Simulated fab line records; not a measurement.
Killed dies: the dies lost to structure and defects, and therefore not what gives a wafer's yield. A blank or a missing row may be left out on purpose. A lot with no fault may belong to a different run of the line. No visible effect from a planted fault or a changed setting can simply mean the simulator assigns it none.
2 desks looking at one fault | flow gf180mcu | every desk sees just its own numbers, and what lay behind them comes last

## TOOL OWNER'S DESK, litho-track-02
The tool's own readings at GF_M1_COAT_09 (resist thk 1000 nm): means of the sampled wafers that have a number, for each lot that ran on this tool. Any lot whose mean is over 4 standard deviations away from the usual mean is out of limits and marked OUT; that distance is given in the brackets.
Columns: A = exhaust-pa at GF_M1_COAT_09, usual 45.2 Pa
lot  | first seen here | A
L924 | day 17 06:17    | 45.6
L932 | day 20 17:05    | 45.8
L934 | day 21 04:47    | 44.7
L941 | day 23 08:42    | 45.0
L942 | day 23 22:26    | 44.9
Result from this desk: across the 5 lots, nothing is out of limits.

## METROLOGY DESK
What the gauges read for every lot (on any tool): the sampled wafers with a number, averaged. Any lot whose mean is over 4 standard deviations away from the usual mean is out of limits and marked OUT; that distance is given in the brackets.
Columns: A = cd-nm at GF_M1_CD_MEAS_14, usual 229.9 nm
lot  | first seen here | A
L924 | day 17 17:52    | 229.4
L929 | day 19 17:46    | 230.7
L932 | day 21 05:23    | 240.8 (+8.4) OUT
L934 | day 21 16:25    | 239.7 (+7.5) OUT
L936 | day 22 05:22    | 230.2
L938 | day 23 01:10    | 228.9
L941 | day 23 19:44    | 227.7
L942 | day 24 09:52    | 228.4
L943 | day 24 10:33    | 230.4
L944 | day 24 21:13    | 229.3
L945 | day 25 04:32    | 230.2
Finding of this desk: L932, L934 out of limits; the first was L932 at day 21 05:23, on cd-nm at GF_M1_CD_MEAS_14. L924, L929, L936, L938, L941, L942, L943, L944, L945 stayed within limits.

## TAKEN TOGETHER
An alarm was possible from the metrology desk at day 21 05:23, on L932, L934.
Nothing out of limits was seen by the tool owner's desk.
Tool owner's desk: L932, L934 on record, inside its limits.
Of the lots named, all ran GF_M1_COAT_09 on litho-track-02.

## WHAT WAS PUT IN BY THE SIMULATOR
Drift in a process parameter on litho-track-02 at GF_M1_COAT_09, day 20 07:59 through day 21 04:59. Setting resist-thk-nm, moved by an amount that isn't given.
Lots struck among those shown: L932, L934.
Per desk, hours elapsed from the start of the fault to the first reading out of limits: for the metrology desk, 21.
